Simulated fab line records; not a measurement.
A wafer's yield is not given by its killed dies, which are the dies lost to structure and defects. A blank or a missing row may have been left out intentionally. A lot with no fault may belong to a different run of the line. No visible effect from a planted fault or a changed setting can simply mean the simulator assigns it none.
fab line records ; flow sky130
[record] lots = 9; wafers = 27; lastDay = 47
route steps=708 shown LDD_LDN@297 PAD_OPEN@708
lots untouched by any fault: they come from a run of this same line in which no faults occurred
startH: the number of hours between the record's first day and the start of the first shown wafer of the lot ; waitH: time in hours since the lot's previous step ; " unchanged from the row above ; L1.1+2: a single row standing in for several wafers ; - no value present, or no start provided ; * or withheld: withheld ; < > ~ a bound
route shown NAME@n: a module of which the file shows steps, and the number in the route of the first ; usual: average and standard deviation across the fault-free wafers ; same: alike in all rows ; chamber/n: place in a boat ; sites: each site's reading ; _std_site: standard deviation across them ; _edge_site: the outer-site mean with the inner-site mean subtracted ; radiusMm: for every site, how far away it sits from the centre of the wafer ; mask NAME#n: copy n ; behind: the last tool/chamber to shape the wafer ; hold: what put the lot on hold/how long, in hours/how the hold closed ; device: the transistor (n, p or np) that didn't switch ; end of line: at the end of the route, the tests of the same wafers ; a step given without rows: its recipe and nothing more ; killed: count of dies lost to structure and defects at first sort (not the wafer's yield) ; map: per-die view of a wafer (x killed, . not killed, _ where there is no die)
set.NAME: the setting the step ran with; set.NAME@STEP: the setting that earlier step ran with ; model.NAME: the simulator's own value behind a step, which no gauge read
a sample of lots followed through the steps of the route, with each step as a table and each wafer as a row
services: from which hour (startH, from the record's first day; less than 0 if before it) a tool's chamber was out of use, for how many hours, and why
[[steps]]
[step SKY_LDD_LDN_IMPLANT_08]
[recipe] species = As; energyKev = 15; doseCm2 = 1.25e+13; tiltDeg = withheld; rotationDeg = 23
[usual] doseIonsCm2 = 1.2498e+13/1.4e+10; endStationPressureTorr = 5.04e-06/2.7e-07; implantIonAmu = 75/0
lot.wafer;tool;chamber;startH;waitH;doseIonsCm2;endStationPressureTorr;implantIonAmu
L979.3;implanter-04;0;521.15;0.1;1.2473e+13;4.75e-06;75
L979.4;implanter-04;0;521.15;0.1;1.2478e+13;4.86e-06;75
L979.5;implanter-04;0;521.15;0.1;1.2498e+13;5.03e-06;75
L980.1;implanter-03;0;532.25;0.0;1.2503e+13;5.07e-06;75
L980.5;implanter-03;0;532.25;0.0;1.2512e+13;4.9e-06;75
L980.6;implanter-03;0;532.25;0.0;1.2507e+13;4.88e-06;75
L981.3;implanter-01;0;542.10;0.1;1.251e+13;5.11e-06;75
L981.4;implanter-01;0;542.10;0.1;1.2495e+13;5.27e-06;75
L981.6;implanter-01;0;542.10;0.1;1.2492e+13;5.19e-06;75
L982.1;implanter-04;0;549.45;0.0;1.2502e+13;5.11e-06;75
L982.2;implanter-04;0;549.45;0.0;1.2486e+13;5.08e-06;75
L982.6;implanter-04;0;549.45;0.0;1.2497e+13;4.7e-06;75
L983.4;implanter-03;0;579.01;0.1;1.2482e+13;5.02e-06;75
L983.5;implanter-03;0;579.01;0.1;1.2503e+13;5.07e-06;75
L983.6;implanter-03;0;579.01;0.1;1.2501e+13;4.56e-06;75
L984.3;implanter-04;0;590.55;0.1;1.2511e+13;4.76e-06;49
L984.5;implanter-04;0;590.55;0.1;1.2482e+13;5.01e-06;49
L984.6;implanter-04;0;590.55;0.1;1.2494e+13;5.07e-06;49
L985.1;implanter-01;0;606.50;0.0;1.2495e+13;5.16e-06;49
L985.4;implanter-01;0;606.50;0.0;1.2512e+13;4.96e-06;49
L985.6;implanter-01;0;606.50;0.0;1.2512e+13;4.92e-06;49
L986.2;implanter-03;0;608.07;0.0;1.2477e+13;4.54e-06;49
L986.4;implanter-03;0;608.07;0.0;1.2508e+13;5.04e-06;49
L986.5;implanter-03;0;608.07;0.0;1.2502e+13;4.91e-06;49
L987.1;implanter-01;0;612.15;0.0;1.249e+13;5.12e-06;49
L987.2;implanter-01;0;612.15;0.0;1.2462e+13;5.16e-06;49
L987.5;implanter-01;0;612.15;0.0;1.2484e+13;5.06e-06;49
[step SKY_LDD_LDN_TW_MEAS_13]
[usual] LDD_LDN_TW = 1487/9.9
lot.wafer;tool;chamber;startH;waitH;LDD_LDN_TW
L979.3;filmMetro-04;-;521.82;0.1;1502
L979.4;filmMetro-04;-;521.82;0.1;1491
L979.5;filmMetro-04;-;521.82;0.1;1494
L980.1;filmMetro-03;-;532.95;0.1;1484
L980.5;filmMetro-03;-;532.95;0.1;1473
L980.6;filmMetro-03;-;532.95;0.1;1478
L981.3;filmMetro-02;-;542.77;0.1;1485
L981.4;filmMetro-02;-;542.77;0.1;1484
L981.6;filmMetro-02;-;542.77;0.1;1496
L982.1;filmMetro-03;-;550.15;0.1;1475
L982.2;filmMetro-03;-;550.15;0.1;1470
L982.6;filmMetro-03;-;550.15;0.1;1480
L983.4;filmMetro-03;-;579.67;0.1;1476
L983.5;filmMetro-03;-;579.67;0.1;1470
L983.6;filmMetro-03;-;579.67;0.1;1480
L984.3;filmMetro-02;-;591.22;0.1;1393
L984.5;filmMetro-02;-;591.22;0.1;1394
L984.6;filmMetro-02;-;591.22;0.1;1389
L985.1;filmMetro-02;-;607.20;0.1;1395
L985.4;filmMetro-02;-;607.20;0.1;1392
L985.6;filmMetro-02;-;607.20;0.1;1405
L986.2;filmMetro-03;-;608.76;0.1;1384
L986.4;filmMetro-03;-;608.76;0.1;1387
L986.5;filmMetro-03;-;608.76;0.1;1380
L987.1;filmMetro-03;-;612.85;0.1;1388
L987.2;filmMetro-03;-;612.85;0.1;1388
L987.5;filmMetro-03;-;612.85;0.1;1389
[step SKY_PAD_OPEN_PROBE_99]
[usual] killed_at_M0_to_M3 = 43/6.8; killed_at_M4_up = 3.0/1.8; killedAtContacts = 23/5.4; killedAtFrontEnd = 15/4.4; killedAtOther = 0.3/0.51; killedDies = 85/9.2; killedOpen = 47/6.8; killedShort = 39/6.8
[same] grossDies = 492; killedAtBackSide = 0
lot.wafer;tool;chamber;startH;waitH;killed_at_M0_to_M3;killed_at_M4_up;killedAtContacts;killedAtFrontEnd;killedAtOther;killedDies;killedOpen;killedShort
L986.2;prober-01;-;1130.83;0.1;41;2;25;13;1;82;40;42
L986.4;prober-01;-;1130.93;0.2;51;0;26;9;0;86;56;30
L986.5;prober-01;-;1130.98;0.2;33;5;28;10;0;76;46;30
// killed by level:class
L986.2 CONTACT:geometricParticle:open=10 VIA1:geometricParticle:open=10 VIA3:geometricParticle:open=6 POLY_GATE:geometricParticle:short=5 LI_CONTACT:geometricParticle:short=5 VIA2:geometricParticle:short=5 FIELD_ISO:geometricParticle:open=4 VIA1:geometricParticle:short=4
L986.4 VIA3:geometricParticle:open=14 LI_CONTACT:geometricParticle:open=10 VIA1:geometricParticle:open=8 VIA2:geometricParticle:open=7 CONTACT:geometricParticle:open=6 LOCAL_INTERCONNECT:geometricParticle:short=5 METAL2:geometricParticle:short=5 FIELD_ISO:geometricParticle:short=4
L986.5 CONTACT:geometricParticle:open=15 VIA1:geometricParticle:open=12 POLY_GATE:geometricParticle:short=5 LI_CONTACT:geometricParticle:open=5 VIA2:geometricParticle:open=5 METAL2:geometricParticle:short=4 CONTACT:geometricParticle:short=4 METAL4:geometricParticle:short=4
[[services]]
tool;chamber;startH;hours;kind
implanter-04;-;506.65;3.6;pm
implanter-03;-;516.16;3.9;pm
implanter-01;-;574.19;2.0;repair
implanter-04;-;582.60;6.3;repair
implanter-03;-;587.68;5.0;repair
[[key]]
[firstSign] step = SKY_LDD_LDN_IMPLANT_08; reading = implantIonAmu; direction = down; sigmas = 99+; usual = 75; struck = 49
[effect] step = SKY_LDD_LDN_TW_MEAS_13; reading = LDD_LDN_TW; direction = down; sigmas = 9.7; usual = 1487; struck = 1390
metAt SKY_LDD_LDN_IMPLANT_08
struckLots L984,L985,L986,L987
testerLeftOut L984,L985,L986,L987
onsetBetween 579.01 590.55
[fault] kind = wrongRecipeDownload; tool = implanter-01,implanter-03,implanter-04; chamber = -; onsetH = 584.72; steps = SKY_LDD_LDN_IMPLANT_08; wrongRecipe.notListed = 1
// testerLeftOut: of these lots the tester's yield and bins aren't shown, on N5 and GAA mostly nor the transistor test; their killed dies are dies lost to structure and defects alone, not to doping, threshold or leakage, so they don't give the yield
